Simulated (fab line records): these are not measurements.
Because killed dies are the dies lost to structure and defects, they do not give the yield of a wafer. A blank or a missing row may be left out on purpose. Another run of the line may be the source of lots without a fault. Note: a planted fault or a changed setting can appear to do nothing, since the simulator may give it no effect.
Struck lot and sound lot, side by side + flow sfqLine + 28 steps out of a route of 325
Sound: the wafers L158.2, L158.3, L158.5. Struck: wafer L162.3 (L162.4, L162.6, from the same lot, were not struck and are left out); the cause is given at the end.
Order at every step that has rows: each side's tool, ch and its chambers, its first start. Under that, the readings that differ: sound wafers + struck wafers + difference of the means + sigmas: that difference in standard deviations of wafers without a fault.
alike: readings whose means differ by less than 2 such deviations, and words and numbers that are the same on both sides. not compared: withheld readings, readings that some wafer has no value for, bounds like >300 that may hide the same value, and numbers for which the record gives no deviation and whose values overlap.
Wherever a step has rows on one side only, a row that says differs or no value, or a row with sigmas, the two part there. Numbers that don't overlap but have no deviation are shown without sigmas and don't part them. Lack of a reading on every wafer of one side parts them only where that side has two or more wafers.

first, 6 steps without rows for these wafers: SFQ_TRILAYER_M0_LITHO_COAT_026 (resist thk 62 nm); SFQ_TRILAYER_M0_LITHO_COAT_021 (resist thk 600 nm); SFQ_TRILAYER_M0_LITHO_SOFTBAKE_025; SFQ_TRILAYER_M0_LITHO_EXPOSE_022 (exposes mask M0, target cd 500 nm); SFQ_TRILAYER_M0_LITHO_PEB_024 (peb time 60 s); SFQ_TRILAYER_M0_LITHO_DEVELOP_023 (time 60 s).
SFQ_M0_OVL_MEAS_906:
  sound on overlay-02 at day 11 17:23; struck on overlay-02 at day 13 00:37
  alike: M0_OVL
SFQ_TRILAYER_M0_BARC_OPEN_METAL_ETCH_031: etches BARC in O2, target depth 125 nm, time 41.7 s.
  sound on rieMetal-01 ch 0,1, day 11 17:25; struck on rieMetal-04 ch 1, day 13 00:40
| reading                  | sound             | struck | difference | sigmas |
|--------------------------|-------------------|--------|------------|--------|
| drypumpMotorCurrentA (A) | 5.34 6.08 6.08    | 5.19   | -0.64      | -2     |
| oesProductAu (a.u.)      | 0.685 0.683 0.682 | 0.693  | +0.010     | +2     |
  not compared: rfHoursCounterH
then, 1 step without rows for these wafers: SFQ_TRILAYER_M0_ETCH_METAL_ETCH_024 (etches Nb in Cl2/Ar, stops on SiO2, target depth 240 nm, time 120 s).
SFQ_TRILAYER_M0_STRIP_STRIP_025: strips in O2.
  sound on rieMetal-01 ch 0,1, day 11 17:37; struck on rieMetal-04 ch 1, day 13 01:02
| reading                  | sound          | struck | difference | sigmas |
|--------------------------|----------------|--------|------------|--------|
| drypumpMotorCurrentA (A) | 5.34 6.10 6.11 | 5.18   | -0.67      | -2     |
  alike: oesProductAu
  not compared: rfHoursCounterH
then, 2 steps without rows for these wafers: SFQ_TRILAYER_M0_STRIP_SOLV_CLEAN_026 (cleans in NMP, time 600 s); SFQ_TRILAYER_I0_DEP_PECVD_027 (deposits SiO2 from SiH4/N2O, time 111.11 s, target thk 500 nm).
SFQ_TRILAYER_I0_CMP_CMP_028: polishes SiO2.
  sound on cmp-02 ch 1,2, day 11 18:58; struck on cmp-02 ch 1, day 13 03:11
| reading                                            | sound             | struck | difference | sigmas |
|----------------------------------------------------|-------------------|--------|------------|--------|
| timeToEndpointS (s)                                | 214 222 235       | 187    | -37        | -4     |
| model.SiO2_of_TRILAYER_I0_DEP_PECVD_027.thkNm (nm) | 199.1 201.4 200.8 | 214.5  | +14.1      |        |
  alike: motorCurrentA, platenRpm, retainingRingPressureFrac
SFQ_I0_BOW_MEAS_907:
  sound on filmMetro-04 at day 11 21:29; struck on filmMetro-03 at day 13 04:44
| reading     | sound      | struck | difference | sigmas |
|-------------|------------|--------|------------|--------|
| I0_BOW (um) | -4 -13 -11 | 8      | +17        | +2     |
SFQ_TRILAYER_I0_METRO_MEASURE_029:
  sound on filmMetro-04 at day 11 21:47; struck on filmMetro-03 at day 13 05:13
| reading    | sound             | struck | difference | sigmas |
|------------|-------------------|--------|------------|--------|
| thkNm (nm) | 199.1 201.3 201.0 | 214.5  | +14.0      | +12    |
then, 6 steps without rows for these wafers: SFQ_TRILAYER_I0_VIA_LITHO_COAT_036 (resist thk 62 nm); SFQ_TRILAYER_I0_VIA_LITHO_COAT_031 (resist thk 650 nm); SFQ_TRILAYER_I0_VIA_LITHO_SOFTBAKE_035; SFQ_TRILAYER_I0_VIA_LITHO_EXPOSE_032 (exposes mask I0, target cd 500 nm); SFQ_TRILAYER_I0_VIA_LITHO_PEB_034 (peb time 60 s); SFQ_TRILAYER_I0_VIA_LITHO_DEVELOP_033 (time 60 s).
-- the record jumps here: 5 days lie between the struck wafers' starts before and after --
SFQ_I0_OVL_MEAS_908:
  sound on overlay-01 at day 16 09:23; struck on overlay-02 at day 18 16:49
  alike: I0_OVL
SFQ_TRILAYER_I0_VIA_BARC_OPEN_VIA_ETCH_046: etches BARC in O2, target depth 125 nm, time 41.7 s.
  sound on rieDiel-02 ch 1,2, day 16 09:25; struck on rieDiel-02 ch 1, day 18 16:50
  alike: drypumpMotorCurrentA, oesProductAu
  not compared: rfHoursCounterH
SFQ_TRILAYER_I0_VIA_ETCH_VIA_ETCH_034: etches SiO2 in CHF3, stops on Nb, target depth 260 nm.
  sound on rieDiel-02 ch 1,2, day 16 09:27; struck on rieDiel-02 ch 1, day 18 16:53
| reading                      | sound             | struck | difference | sigmas |
|------------------------------|-------------------|--------|------------|--------|
| oesProductAu (a.u.)          | 0.867 0.861 0.854 | 0.897  | +0.036     | +8     |
| model.I0.featureDepthNm (nm) | 199.1 201.4 200.8 | 214.5  | +14.1      |        |
| model.etch.depthNm (nm)      | 199.1 201.4 200.8 | 214.5  | +14.1      |        |
  alike: drypumpMotorCurrentA
SFQ_TRILAYER_I0_VIA_STRIP_STRIP_035: strips in O2.
  sound on rieMetal-04 ch 0,1, day 16 09:34; struck on rieMetal-01 ch 0, day 18 17:11
| reading             | sound             | struck | difference | sigmas |
|---------------------|-------------------|--------|------------|--------|
| oesProductAu (a.u.) | 1.018 1.013 1.014 | 0.985  | -0.030     | -2     |
  alike: drypumpMotorCurrentA
  not compared: rfHoursCounterH
then, 1 step without rows for these wafers: SFQ_TRILAYER_I0_VIA_STRIP_SOLV_CLEAN_036 (cleans in NMP, time 600 s).
SFQ_TRILAYER_M1_DEP_PRE_CLEAN_038: time 22.5 s.
  sound on pvdSputter-03 at day 16 10:20; struck on pvdSputter-04 at day 18 17:46
| reading                                            | sound             | struck | difference | sigmas |
|----------------------------------------------------|-------------------|--------|------------|--------|
| model.SiO2_of_TRILAYER_I0_DEP_PECVD_027.thkNm (nm) | 191.6 193.9 193.3 | 207    | +14        |        |
  alike: biasV
SFQ_TRILAYER_M1_DEP_SPUTTER_037: material Nb, target thk 200 nm, time 133.3 s.
  sound on pvdSputter-03 at day 16 10:22; struck on pvdSputter-04 at day 18 17:48
  alike: throttleValvePct

WHERE THEY PART
At SFQ_TRILAYER_M0_BARC_OPEN_METAL_ETCH_031 first; at SFQ_TRILAYER_I0_VIA_STRIP_STRIP_035 last (within this record only). Later steps at which nothing parts them and some readings are alike: SFQ_TRILAYER_M1_DEP_PRE_CLEAN_038, SFQ_TRILAYER_M1_DEP_SPUTTER_037.

WHY: whatever the simulator had introduced
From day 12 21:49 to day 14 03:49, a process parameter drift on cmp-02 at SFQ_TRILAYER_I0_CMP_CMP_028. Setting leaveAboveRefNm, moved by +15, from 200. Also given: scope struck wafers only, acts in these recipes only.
